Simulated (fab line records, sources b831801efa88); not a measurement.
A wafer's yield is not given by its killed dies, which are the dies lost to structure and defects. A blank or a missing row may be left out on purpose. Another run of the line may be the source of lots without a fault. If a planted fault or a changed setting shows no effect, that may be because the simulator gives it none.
fab line records | flow sky130
record: lots: 12 | wafers: 36 | lastDay: 50
route steps=708 shown LI_CONTACT@376 LOCAL_INTERCONNECT@393 METAL1@434
lots with no fault: from the same line, run without faults
startH: hours from the record's first day to the start of the lot's first wafer shown | waitH: hours since the lot's step before | " unchanged from the row above | L1.1+2: a row that stands for several wafers | - no value present, or no start provided | * or withheld: withheld | < > ~ a bound
route shown NAME@n: names a module that has steps shown in the file, with the first one's number in the route | usual: average and standard deviation across the fault-free wafers | same: alike in all rows | chamber/n: place in a boat | sites: per-site readings | _std_site: the values' standard deviation | _edge_site: the outer-site mean with the inner-site mean subtracted | radiusMm: how far each site lies from the wafer's centre | mask NAME#n: copy n | behind: the tool/chamber that last shaped the wafer | hold: why the lot went on hold/how many hours it stayed there/how the hold came to an end | device: whichever transistor did not switch (one of n, p or np) | end of line: the same wafers' tests at the end of the route | a step given without rows: its recipe and nothing more | killed: at the first sort, the dies lost to defects and structure; wafer yield is something else | map: shows each die of a wafer: x if killed, . if not, _ if none is there
set.NAME: the setting the step ran with; set.NAME@STEP: the setting that earlier step ran with | model.NAME: the simulator's own value behind a step, which no gauge read
one table for each step of the route and one row for each wafer, over a sample of lots
services: a tool's chamber out of use, with start hour (startH, from the record's first day; less than 0 if before it), hours out, and reason
== steps ==
step: SKY_LI_CONTACT_ETCH_14
recipe: chemistry: N2/H2 | target: BARC | ionEnergyEv: 200 | sourceW: 500 | biasW: 100 | pressureMtorr: 30 | n2FlowSccm: 100 | h2FlowSccm: 200 | stopOn: SiO2 | timeS: 45.9 | targetDepthA: 600
usual: drypumpMotorCurrentA: 5.7/0.49 | oesProductAu: 0.855/0.0048 | throttleValvePct: 13.225/0.0093
lot.wafer | tool       | chamber | startH | waitH | drypumpMotorCurrentA | oesProductAu | rfHoursCounterH | throttleValvePct
L887.2    | rieDiel-02 | 3       | 705.47 | 0.0   | 6.4                  | 0.853        | 33              | 13.219
L887.3    | "          | 2       | "      | "     | 5.9                  | 0.850        | 15              | 13.226
L887.5    | "          | 2       | "      | "     | 5.9                  | 0.848        | -               | 13.237
L888.2    | rieDiel-02 | 1       | 720.55 | 0.0   | 6.2                  | 0.862        | 45              | 13.235
L888.5    | "          | 3       | "      | "     | 6.5                  | 0.848        | -               | 13.214
L888.6    | "          | 0       | "      | "     | 5.6                  | 0.843        | -               | 13.229
L889.4    | rieDiel-04 | 3       | 727.27 | 0.0   | 5.4                  | 0.860        | 6               | 13.225
L889.5    | "          | 2       | "      | "     | 5.5                  | 0.865        | -               | 13.218
L889.6    | "          | 1       | "      | "     | 6.2                  | 0.854        | -               | 13.226
L891.1    | rieDiel-02 | 2       | 746.85 | 0.0   | 5.9                  | 0.857        | 16              | 13.226
L891.2    | "          | 0       | "      | "     | 5.6                  | 0.847        | 2               | 13.239
L891.6    | "          | 1       | "      | "     | 6.1                  | 0.857        | -               | 13.213
L892.1    | rieDiel-02 | 0       | 761.15 | 0.0   | 5.7                  | 0.856        | 2               | 13.240
L892.2    | "          | 3       | "      | "     | 6.5                  | 0.852        | 34              | 13.226
L892.4    | "          | 3       | "      | "     | 6.4                  | 0.852        | -               | 13.229
L895.1    | rieDiel-02 | 3       | 770.82 | 0.0   | 6.4                  | 0.849        | 34              | 13.223
L895.4    | "          | 2       | "      | "     | 5.9                  | 0.849        | -               | 13.211
L895.5    | "          | 3       | "      | "     | 6.4                  | 0.858        | -               | 13.221
L896.1    | rieDiel-02 | 0       | 778.80 | 0.0   | 5.6                  | 0.852        | 3               | 13.223
L896.4    | "          | 3       | "      | "     | 6.4                  | 0.854        | -               | 13.226
L896.5    | "          | 2       | "      | "     | 5.9                  | 0.853        | -               | 13.218
L897.1    | rieDiel-04 | 1       | 785.67 | 0.0   | 6.3                  | 0.856        | 1               | 13.231
L897.2    | "          | 0       | "      | "     | 4.9                  | 0.850        | 2               | 13.230
L897.5    | "          | 3       | "      | "     | 5.4                  | 0.852        | -               | 13.234
L900.2    | rieDiel-02 | 2       | 819.52 | 0.0   | 5.9                  | 0.857        | 19              | 13.207
L900.4    | "          | 0       | "      | "     | 5.6                  | 0.853        | -               | 13.240
L900.6    | "          | 2       | "      | "     | 5.9                  | 0.857        | -               | 13.205
L901.1    | rieDiel-04 | 3       | 827.12 | 0.0   | 5.4                  | 0.858        | 8               | 13.236
L901.3    | "          | 2       | "      | "     | 5.5                  | 0.848        | 11              | 13.235
L901.5    | "          | 1       | "      | "     | 6.2                  | 0.847        | -               | 13.225
L903.1    | rieDiel-01 | 0       | 832.82 | 0.0   | 5.0                  | 0.862        | 17              | 13.227
L903.4    | "          | 2       | "      | "     | 5.1                  | 0.854        | -               | 13.227
L903.5    | "          | 0       | "      | "     | 5.0                  | 0.854        | -               | 13.230
L906.1    | rieDiel-04 | 1       | 854.76 | 0.0   | 6.2                  | 0.864        | 3               | 13.223
L906.2    | "          | 3       | "      | "     | 5.4                  | 0.853        | 8               | 13.225
L906.5    | "          | 3       | "      | "     | 5.4                  | 0.848        | -               | 13.203
step: SKY_LOCAL_INTERCONNECT_COAT_06
recipe: resist: KrF-thick | spinRpm: 3000 | resistThkNm: 450
usual: chillPlateTempC: 22.99/0.11 | spinSpeedRpm: 2999.9/2.4
lot.wafer | tool          | chamber | startH | waitH | chillPlateTempC | spinSpeedRpm
L887.2    | lithoTrack-02 | 0       | 720    | -     | 22.98           | 3000.3
L887.3    | "             | 0       | "      | "     | 22.71           | 3000.5
L887.5    | "             | 0       | "      | "     | 22.74           | 3001.9
L889.4    | lithoTrack-04 | 0       | 742    | -     | 23.11           | 2999.7
L889.5    | "             | 0       | "      | "     | 23.06           | 2998.7
L889.6    | "             | 0       | "      | "     | 22.81           | 2996.7
L888.2    | lithoTrack-04 | 0       | 745    | -     | 23.03           | 3001.0
L888.5    | "             | 0       | "      | "     | 23.08           | 3000.8
L888.6    | "             | 0       | "      | "     | 23.18           | 3002.0
L891.1    | lithoTrack-01 | 0       | 762    | -     | 22.79           | 3004.5
L891.2    | "             | 0       | "      | "     | 22.90           | 2998.1
L891.6    | "             | 0       | "      | "     | 23.04           | 2997.5
L892.1    | lithoTrack-04 | 0       | 775    | -     | 23.04           | 3001.1
L892.2    | "             | 0       | "      | "     | 23.03           | 3002.6
L892.4    | "             | 0       | "      | "     | 23.17           | 3002.9
L895.1    | lithoTrack-02 | 0       | 785    | -     | 22.96           | 3001.5
L895.4    | "             | 0       | "      | "     | 22.85           | 2996.2
L895.5    | "             | 0       | "      | "     | 22.94           | 2998.0
L896.1    | lithoTrack-02 | 0       | 793    | -     | 23.05           | 2998.1
L896.4    | "             | 0       | "      | "     | 23.11           | 2999.0
L896.5    | "             | 0       | "      | "     | 22.97           | 2996.1
L897.1    | lithoTrack-04 | 0       | 800    | -     | 22.90           | 2999.6
L897.2    | "             | 0       | "      | "     | 22.81           | 3001.8
L897.5    | "             | 0       | "      | "     | 22.84           | 3001.5
L900.2    | lithoTrack-01 | 0       | 834    | -     | 23.09           | 2996.5
L900.4    | "             | 0       | "      | "     | 22.95           | 2999.2
L900.6    | "             | 0       | "      | "     | 23.01           | 2994.8
L901.1    | lithoTrack-04 | 0       | 840    | -     | 22.86           | 2930.2
L901.3    | "             | 0       | "      | "     | 22.88           | 2928.7
L901.5    | "             | 0       | "      | "     | 22.90           | 2927.2
L903.1    | lithoTrack-01 | 0       | 846    | -     | 22.97           | 2996.5
L903.4    | "             | 0       | "      | "     | 23.03           | 2995.1
L903.5    | "             | 0       | "      | "     | 23.01           | 2994.3
L906.1    | lithoTrack-04 | 0       | 868    | -     | 22.99           | 2926.3
L906.2    | "             | 0       | "      | "     | 22.95           | 2931.4
L906.5    | "             | 0       | "      | "     | 23.12           | 2929.7
step: SKY_METAL1_SPUTTER_00
recipe: material: Ti | targetThkNm: 15 | powerW: 3000 | timeS: 10 | chamberPressurePa: 0.4059
usual: throttleValvePct: 29.5/0.93
lot.wafer | tool          | chamber | startH | waitH | throttleValvePct
L887.2    | pvdSputter-01 | -       | 765.55 | 0.2   | 29.4
L887.3    | "             | -       | "      | "     | 30.1
L887.5    | "             | -       | "      | "     | 29.2
L889.4    | pvdSputter-03 | -       | 786.69 | 0.1   | 31.0
L889.5    | "             | -       | "      | "     | 29.8
L889.6    | "             | -       | "      | "     | 30.7
L888.2    | pvdSputter-03 | -       | 788.00 | 0.1   | 30.9
L888.5    | "             | -       | "      | "     | 29.2
L888.6    | "             | -       | "      | "     | 29.8
L891.1    | pvdSputter-03 | -       | 806.92 | 0.1   | 30.8
L891.2    | "             | -       | "      | "     | 30.8
L891.6    | "             | -       | "      | "     | 29.2
L892.1    | pvdSputter-04 | -       | 819.00 | 0.2   | 30.0
L892.2    | "             | -       | "      | "     | 28.5
L892.4    | "             | -       | "      | "     | 30.2
L895.1    | pvdSputter-03 | -       | 828.87 | 0.2   | 30.5
L895.4    | "             | -       | "      | "     | 30.0
L895.5    | "             | -       | "      | "     | 30.9
L896.1    | pvdSputter-04 | -       | 836.41 | 0.1   | 29.9
L896.4    | "             | -       | "      | "     | 28.1
L896.5    | "             | -       | "      | "     | 29.9
L897.1    | pvdSputter-01 | -       | 843.26 | 0.2   | 29.2
L897.2    | "             | -       | "      | "     | 30.2
L897.5    | "             | -       | "      | "     | 27.6
L900.2    | pvdSputter-01 | -       | 876.81 | 0.2   | 30.1
L900.4    | "             | -       | "      | "     | 29.3
L900.6    | "             | -       | "      | "     | 30.2
L901.1    | pvdSputter-03 | -       | 882.68 | 0.2   | 29.3
L901.3    | "             | -       | "      | "     | 30.6
L901.5    | "             | -       | "      | "     | 30.8
L903.1    | pvdSputter-04 | -       | 889.32 | 0.2   | 28.1
L903.4    | "             | -       | "      | "     | 29.5
L903.5    | "             | -       | "      | "     | 30.0
L906.1    | pvdSputter-04 | -       | 910.05 | 0.2   | 30.0
L906.2    | "             | -       | "      | "     | 29.5
L906.5    | "             | -       | "      | "     | 28.1
step: SKY_METAL1_STRIP_20
recipe: chemistry: O2/N2 | powerW: 1400 | pressureMtorr: 1500 | platenTempC: withheld | o2FlowSccm: 3000 | n2FlowSccm: 300 | overashFraction: 0.5
usual: drypumpMotorCurrentA: 5.7/0.34 | oesProductAu: 0.344/0.0045 | stripTimeToEndpointS: 2.71/0.053
lot.wafer | tool           | chamber | startH | waitH | drypumpMotorCurrentA | oesProductAu | rfHoursCounterH | stripTimeToEndpointS
L887.2    | plasmaAsher-03 | 0       | 793.37 | 0.1   | 5.9                  | 0.341        | 5               | 2.69
L887.3    | "              | 1       | "      | "     | 6.1                  | 0.350        | -               | 2.64
L887.5    | "              | 1       | "      | "     | 6.1                  | 0.349        | -               | 2.68
L889.4    | plasmaAsher-04 | 1       | 814.40 | 0.1   | 5.7                  | 0.340        | -               | 2.63
L889.5    | "              | 0       | "      | "     | 5.3                  | 0.341        | -               | 2.62
L889.6    | "              | 1       | "      | "     | 5.7                  | 0.341        | -               | 2.66
L888.2    | plasmaAsher-01 | 1       | 816.20 | 0.1   | 5.2                  | 0.354        | 39              | 2.76
L888.5    | "              | 0       | "      | "     | 6.3                  | 0.349        | -               | 2.77
L888.6    | "              | 1       | "      | "     | 5.2                  | 0.349        | -               | 2.73
L891.1    | plasmaAsher-04 | 0       | 834.05 | 0.1   | 5.3                  | 0.345        | 101             | 2.78
L891.2    | "              | 1       | "      | "     | 5.7                  | 0.346        | 101             | 2.80
L891.6    | "              | 0       | "      | "     | 5.3                  | 0.348        | -               | 2.80
L892.1    | plasmaAsher-03 | 0       | 845.79 | 0.1   | 5.9                  | 0.348        | 10              | 2.70
L892.2    | "              | 1       | "      | "     | 6.1                  | 0.338        | 10              | 2.66
L892.4    | "              | 0       | "      | "     | 6.0                  | 0.342        | -               | 2.68
L895.1    | plasmaAsher-03 | 0       | 855.73 | 0.1   | 5.9                  | 0.348        | 11              | 2.69
L895.4    | "              | 0       | "      | "     | 5.9                  | 0.353        | -               | 2.67
L895.5    | "              | 0       | "      | "     | 5.9                  | 0.341        | -               | 2.71
L896.1    | plasmaAsher-01 | 0       | 863.83 | 0.1   | 6.3                  | 0.345        | 44              | 2.63
L896.4    | "              | 1       | "      | "     | 5.1                  | 0.341        | -               | 2.65
L896.5    | "              | 0       | "      | "     | 6.3                  | 0.345        | -               | 2.67
L897.1    | plasmaAsher-04 | 1       | 869.10 | 0.1   | 5.7                  | 0.340        | 105             | 2.68
L897.2    | "              | 0       | "      | "     | 5.3                  | 0.339        | 105             | 2.71
L897.5    | "              | 1       | "      | "     | 5.7                  | 0.348        | -               | 2.68
L900.2    | plasmaAsher-03 | 0       | 903.29 | 0.1   | 6.0                  | 0.341        | 16              | 2.71
L900.4    | "              | 0       | "      | "     | 5.9                  | 0.341        | -               | 2.65
L900.6    | "              | 0       | "      | "     | 5.9                  | 0.336        | -               | 2.65
L901.1    | plasmaAsher-04 | 1       | 909.57 | 0.1   | 5.7                  | 0.347        | 109             | 2.65
L901.3    | "              | 1       | "      | "     | 5.7                  | 0.347        | -               | 2.64
L901.5    | "              | 0       | "      | "     | 5.3                  | 0.342        | -               | 2.63
L903.1    | plasmaAsher-04 | 1       | 915.09 | 0.1   | 5.7                  | 0.340        | 110             | 2.76
L903.4    | "              | 0       | "      | "     | 5.3                  | 0.345        | -               | 2.80
L903.5    | "              | 1       | "      | "     | 5.7                  | 0.345        | -               | 2.75
L906.1    | plasmaAsher-04 | 1       | 934.71 | 0.1   | 5.7                  | 0.341        | 112             | 2.74
L906.2    | "              | 0       | "      | "     | 5.3                  | 0.341        | 112             | 2.68
L906.5    | "              | 1       | "      | "     | 5.7                  | 0.347        | -               | 2.68
== services ==
tool           | chamber | startH | hours | kind
pvdSputter-03  | -       | 692.52 | 4.3   | repair
rieDiel-02     | 1       | 696.65 | 7.3   | repair
plasmaAsher-01 | -       | 698.82 | 3.3   | repair
rieDiel-04     | 0       | 701.90 | 3.7   | repair
pvdSputter-01  | -       | 702.30 | 3.5   | repair
rieDiel-02     | 3       | 713.90 | 2.2   | repair
pvdSputter-01  | -       | 726.56 | 2.3   | repair
rieDiel-02     | 3       | 730.84 | 21.7  | repair
pvdSputter-01  | -       | 731.12 | 1.8   | repair
plasmaAsher-03 | -       | 733.75 | 9.0   | pm
rieDiel-04     | 1       | 734.56 | 3.8   | repair
rieDiel-02     | 1       | 753.66 | 39.3  | repair
rieDiel-04     | -       | 763.49 | 2.8   | pm
pvdSputter-04  | -       | 763.74 | 1.4   | repair
pvdSputter-03  | -       | 764.84 | 11.0  | repair
pvdSputter-01  | -       | 764.88 | 0.6   | repair
rieDiel-04     | 2       | 771.16 | 26.9  | repair
pvdSputter-04  | -       | 792.07 | 0.6   | repair
rieDiel-04     | 3       | 795.76 | 5.6   | repair
plasmaAsher-04 | -       | 834.18 | 2.5   | repair
rieDiel-04     | 0       | 868.14 | 13.9  | repair
plasmaAsher-03 | -       | 869.30 | 0.8   | repair
rieDiel-02     | -       | 907.79 | 10.7  | repair
plasmaAsher-03 | -       | 908.75 | 2.7   | repair
== key ==
firstSign: step: SKY_LOCAL_INTERCONNECT_COAT_06 | reading: spinSpeedRpm | direction: down | sigmas: 30 | usual: 2999.9 | struck: 2928.9
effect none on later readings
metAt SKY_LOCAL_INTERCONNECT_COAT_06
struckLots L901,L906
testerLeftOut L901,L906
notActingAt SKY_LI_CONTACT_ETCH_14,SKY_METAL1_SPUTTER_00,SKY_METAL1_STRIP_20
fault: kind: processParameterDrift | tool: lithoTrack-04 | chamber: - | onsetH: 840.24 | steps: SKY_LOCAL_INTERCONNECT_COAT_06 | channel: spinRpm | offset: -70.565 | shape: step | endH: 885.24 | actsIn: theseRecipesOnly | stated: 3000
testerLeftOut: of these lots the tester's yield and bins aren't shown, on N5 and GAA mostly nor the transistor test; their killed dies are dies lost to structure and defects alone, not to doping, threshold or leakage, so they don't give the yield
